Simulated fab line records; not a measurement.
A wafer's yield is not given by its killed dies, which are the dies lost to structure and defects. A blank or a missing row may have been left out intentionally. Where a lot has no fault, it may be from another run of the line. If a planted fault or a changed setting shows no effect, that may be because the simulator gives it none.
Struck lot and sound lot, side by side + flow sky130 + 38 out of 708 route steps
Sound: wafers L522.2, L522.3, L522.4. The struck wafers were L531.2, L531.3, L531.6. The cause is named last.
Order at every step that has rows: each side's tool, ch and its chambers, its first start. Under that, the readings that differ: sound wafers + struck wafers + difference of the means + sigmas: that difference in standard deviations of wafers without a fault.
alike: readings whose means differ by less than 2 such deviations, and words and numbers that are the same on both sides. not compared: withheld readings, readings that some wafer has no value for, bounds like >300 that may hide the same value, and numbers for which the record gives no deviation and whose values overlap.
Wherever a step has rows on one side only, a row that says differs or no value, or a row with sigmas, the two part there. Non-overlapping numbers with no deviation appear without sigmas and do not part them. A reading missing from all wafers of one side parts the sides only when that side holds two or more wafers.

first, 9 steps without rows for these wafers: SKY_VIA3_SPUTTER_20 (material TiN, target thk 20 nm, time 80 s); SKY_VIA3_CVD_21 (deposits W, target thk 390 nm, time 117.31 s); SKY_VIA3_CMP_24 (polishes, stops on SiO2, t overpolish 20 s, target thk 0 nm); SKY_METAL4_SPUTTER_00 (material Ti, target thk 15 nm, time 10 s); SKY_METAL4_SPUTTER_01 (material TiN, target thk 20 nm, time 16.7 s); SKY_METAL4_SPUTTER_02 (material AlCu, target thk 735 nm, time 39.1 s); SKY_METAL4_SPUTTER_03 (material Ti, target thk 5 nm, time 3.3 s); SKY_METAL4_SPUTTER_04 (material TiN, target thk 70 nm, time 58.3 s); SKY_CAP2M_CVD_00 (deposits SiO2, target thk 15.5 nm).
SKY_CAP2M_SPUTTER_02: material TiN, target thk 200 nm, time 166.7 s.
  sound on pvd sputter-02 at day 42 19:00; struck on pvd sputter-01 at day 45 04:15
| reading                                   | sound                | struck               | difference | sigmas      |
|-------------------------------------------|----------------------|----------------------|------------|-------------|
| cathode dc power W (W)                    | 6500.1 6500.7 6499.1 | 5170.7 5170.2 5169.4 | -1329.9    | -99 or more |
| model.TiN_of_CAP2M_SPUTTER_02.thk nm (nm) | 197.3 199.8 198.2    | 162.1 161.9 162.3    | -36.3      |             |
  alike: chamber pressure pa, throttle valve pct
SKY_CAP2M_RS_MEAS_03: measures by four-point-probe.
  sound on film metro-03 at day 42 19:08; struck on film metro-04 at day 45 04:23
| reading               | sound          | struck         | difference | sigmas |
|-----------------------|----------------|----------------|------------|--------|
| CAP2M_TIN_RS (ohm/sq) | 7.01 6.93 6.98 | 8.55 8.58 8.54 | +1.58      | +26    |
SKY_CAP2M_THK_MEAS_04: measures by xrf.
  sound on film metro-03 at day 42 19:14; struck on film metro-04 at day 45 04:29
| reading            | sound             | struck            | difference | sigmas |
|--------------------|-------------------|-------------------|------------|--------|
| CAP2M_TIN_THK (nm) | 195.7 199.0 196.8 | 160.7 159.7 160.5 | -36.9      | -25    |
then, 7 steps without rows for these wafers: SKY_CAP2M_DEHYDRATE_05 (time 60 s); SKY_CAP2M_HMDS_06 (prime time 60 s); SKY_CAP2M_COAT_07 (resist thk 1140 nm); SKY_CAP2M_SOFTBAKE_08 (time 60 s); SKY_CAP2M_EXPOSE_09 (exposes mask CAP2M, target cd 1000 nm); SKY_CAP2M_PEB_10; SKY_CAP2M_DEVELOP_11 (develop time 60 s).
SKY_CAP2M_METAL_ETCH_13: etches TiN in Cl2/BCl3, stops on SiO2, target depth 220 nm, time 62.9 s.
  sound on rie metal-01 ch 0,1, day 43 18:12; struck on rie metal-03 ch 0,1, day 46 01:01
| reading                | sound                | struck               | difference | sigmas |
|------------------------|----------------------|----------------------|------------|--------|
| oes product au (a.u.)  | 0.937 0.945 0.937    | 0.830 0.825 0.837    | -0.109     | -16    |
| throttle valve pct (%) | 21.900 21.899 21.909 | 21.954 21.981 21.959 | +0.062     | +7     |
  alike: chamber pressure mTorr, drypump motor current A, rf fwd power W
  not compared: rf hours counter h
then, 16 steps without rows for these wafers: SKY_CAP2M_STRIP_14 (strips in O2/N2); SKY_CAP2M_STRIP_15 (strips in post etch residue remover, time 1200 s); SKY_CAP2M_CLEAN_16 (cleans in IPA, time 180 s); SKY_CAP2M_CLEAN_17 (cleans in O3/DIW); SKY_METAL4_DEHYDRATE_05 (time 60 s); SKY_METAL4_HMDS_06 (prime time 60 s); SKY_METAL4_COAT_07 (resist thk 60 nm); SKY_METAL4_COAT_08 (resist thk 1140 nm); SKY_METAL4_SOFTBAKE_09 (time 90 s); SKY_METAL4_EXPOSE_10 (exposes mask MM4, target cd 300 nm); SKY_METAL4_PEB_11; SKY_METAL4_DEVELOP_12 (develop time 60 s); SKY_METAL4_DESCUM_15 (chemistry O2, time 8 s); SKY_METAL4_ETCH_16 (etches BARC in N2/H2, stops on SiO2, time 88.2 s, target depth 60 nm); SKY_METAL4_ETCH_17 (etches SiO2 in C4F8/O2/Ar, stops on TiN, time 3.9 s, target depth 15 nm); SKY_METAL4_METAL_ETCH_18 (etches the open film in Cl2/BCl3, stops on SiO2, target depth 845 nm, time 183.1 s).
SKY_METAL4_STRIP_20: strips in post etch residue remover, time 1200 s.
  sound on wet bench-01 ch 0, day 44 17:47; struck on wet bench-02 ch 3, day 46 23:11
| reading                                   | sound           | struck            | difference | sigmas |
|-------------------------------------------|-----------------|-------------------|------------|--------|
| model.TiN_of_CAP2M_SPUTTER_02.thk nm (nm) | 196.5 199 197.3 | 161.3 161.1 161.5 | -36.3      |        |
  alike: bath heat duty pct
-- the record jumps here: 3 days lie between the struck wafers' starts before and after (it left off in module METAL4 and takes up again in module PAD_OPEN, whose first step shown is number 708 of the route) --
SKY_PAD_OPEN_PROBE_99:
  sound on prober-01 at day 48 11:16; struck on prober-01 at day 50 06:16
| reading                               | sound               | struck               | difference | sigmas |
|---------------------------------------|---------------------|----------------------|------------|--------|
| defect limited yield (%)              | 82.7 79.5 80.5      | 89.2 84.6 84.3       | +5.1       | +3     |
| killed_at_M0_to_M3                    | 44 50 52            | 23 38 41             | -15        | -2     |
| killed dies                           | 85 101 96           | 53 76 77             | -25        | -3     |
| killed open                           | 48 61 58            | 27 38 42             | -20        | -3     |
| sort_bin_5_function (%)               | 10.4 13.2 11.8      | 7.7 8.1 10.6         | -3.0       | -2     |
| sort n pass                           | 407 391 396         | 439 416 415          | +25        | +3     |
| sort yield pct (%)                    | 82.7 79.5 80.5      | 89.2 84.6 84.3       | +5.1       | +3     |
| model.etest.cap mim2.plate ohm sq     | 6.068 5.982 6.067   | 7.382 7.405 7.322    | +1.331     |        |
| model.etest.cap mim2.bv v (V)         | 14.08 14.01 14.21   | 12.38 13.21 13.09    | -1.21      |        |
| model.etest.cap mim2.leak log10 a cm2 | -8.779 -8.855 -9.11 | -8.454 -8.552 -8.445 | +0.431     |        |
  alike: killed_at_M4_up, killed at contacts, killed at front end, killed at other, killed short, sort_bin_3_pad_short, sort_bin_6_memory

== WHERE THEY PART ==
Last at SKY_PAD_OPEN_PROBE_99 as far as this record goes, first at SKY_CAP2M_SPUTTER_02.

WHY: whatever the simulator had introduced
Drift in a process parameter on pvd sputter-01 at SKY_CAP2M_SPUTTER_02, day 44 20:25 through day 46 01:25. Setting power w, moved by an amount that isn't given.
